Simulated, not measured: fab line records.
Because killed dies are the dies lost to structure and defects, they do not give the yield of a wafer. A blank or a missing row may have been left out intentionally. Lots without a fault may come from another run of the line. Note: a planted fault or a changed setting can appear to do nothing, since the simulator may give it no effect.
8D (eight disciplines) problem report, filled in by code + flow sky130 + the parts of the form that need people (team, actions taken, sign-off) are left out

## 1. THE ISSUE
Across 2 wafers from 2 lots, LI_CONTACT_HDPCVD_THK at SKY_LI_CONTACT_THK_MEAS_01 averages 1375 nm, while fault-free wafers read 930 nm with a standard deviation of 12. Relative to the usual mean, that is a shift of +37 standard deviations.
Seen first at day 34 03:02 on film-metro-03, wafer L463.1. At this step, 33 wafers from 11 lots have a number in the record. Rule for "out", or "out of limits": more than 4 standard deviations from the usual mean. Any other wafer with a number is counted as sound.

## 2. WHAT THIS IS AND IS NOT
| question                    | is                           | is not                                                                                       |
|-----------------------------|------------------------------|----------------------------------------------------------------------------------------------|
| which readings at this step | LI_CONTACT_HDPCVD_THK        | -                                                                                            |
| which lots                  | L463, L464                   | L448, L449, L451, L452, L456, L466, L468, L470, L471                                         |
| which wafers of those lots  | L463.1, L464.4               | L463.5, L463.6, L464.3, L464.5                                                               |
| read on which gauges        | film-metro-01, film-metro-03 | film-metro-02                                                                                |
| when                        | from day 34 03:02            | up to then (17 sound wafers); but 14 sound wafers of L464, L466, L468, L470, L471 came after |

## 3. THE SUSPECTS, EACH WITH WHAT RULES IT OUT
Counting: if a tool at a process step up to the reading ran every lot that is out, it stays a suspect. Sound lots after the first of them don't rule it out here, since some wafers of a struck lot are sound.
- the gauge at SKY_LI_CONTACT_THK_MEAS_01: ruled out. The wafers that are out were read on 2 gauges (film-metro-01, film-metro-03).
- plasma-asher-03 at SKY_SD_N_STRIP_11 (strips in O2/N2): kept. It processed each lot that is out (first: L463, day 34 02:05); up to then, its last sound lot is L456 (day 31 15:32).
- hdpcvd-01 at SKY_LI_CONTACT_HDPCVD_00 (deposits PSG, target thk 930 nm, time 155 s): kept. It processed each lot that is out (first: L463, day 34 02:56); up to then, its last sound lot is L452 (day 30 08:24). Its own run-length-s readings are out on those wafers.
- In hdpcvd-01 at SKY_LI_CONTACT_HDPCVD_00, the wafers that are out were processed in chamber 0 and their sound lot-mates in chambers 1, 2.
What counting leaves: plasma-asher-03 at SKY_SD_N_STRIP_11 and hdpcvd-01 at SKY_LI_CONTACT_HDPCVD_00.

## 4. THE CAUSE (what the simulator had put in)
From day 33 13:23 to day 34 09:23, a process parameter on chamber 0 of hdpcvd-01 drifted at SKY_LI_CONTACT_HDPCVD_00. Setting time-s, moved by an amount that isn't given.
This tool is one of the 2 suspects left after counting.

## 5. THE EFFECT CHAIN, in route order
Rows list readings where the struck wafers' mean (over those with a number) sits beyond 3 standard deviations from the usual. Only readings whose record carries a usual standard deviation are examined. hours: median over the lots of the time between each lot's start at the first step of this table that gives one and its start at this step. sigmas: the change, counted in usual standard deviations.
| hours | step                       | reading               | usual   | on struck wafers | change | sigmas      |
|-------|----------------------------|-----------------------|---------|------------------|--------|-------------|
| 0     | SKY_LI_CONTACT_HDPCVD_00   | run-length-s          | 183.2 s | 256.3            | +73.1  | +99 or more |
| 0     | SKY_LI_CONTACT_THK_MEAS_01 | LI_CONTACT_HDPCVD_THK | 930 nm  | 1375             | +445   | +37         |
| 0     | SKY_LI_CONTACT_CMP_02      | time-to-endpoint-s    | 32.9 s  | 73.9             | +41.0  | +14         |
Here are the process steps it includes:
- SKY_LI_CONTACT_HDPCVD_00: deposits PSG, target thk 930 nm, time 155 s.
- SKY_LI_CONTACT_CMP_02: polishes PSG.

## 6. HOW IT WOULD HAVE BEEN CAUGHT EARLIER
The first out-of-limits reading at a measuring or inspecting step in this record came at day 34 03:02, 14 hours after the fault's start at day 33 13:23.
At SKY_LI_CONTACT_HDPCVD_00, the tool's own readings (run-length-s) were out on each struck wafer the step has a row for, so an alarm limit on them would have fired on the first such wafer.
Of the lots that are out (2), L464 began SKY_LI_CONTACT_HDPCVD_00 on hdpcvd-01 after day 34 03:02. Putting the tool on hold at that point would have spared it.
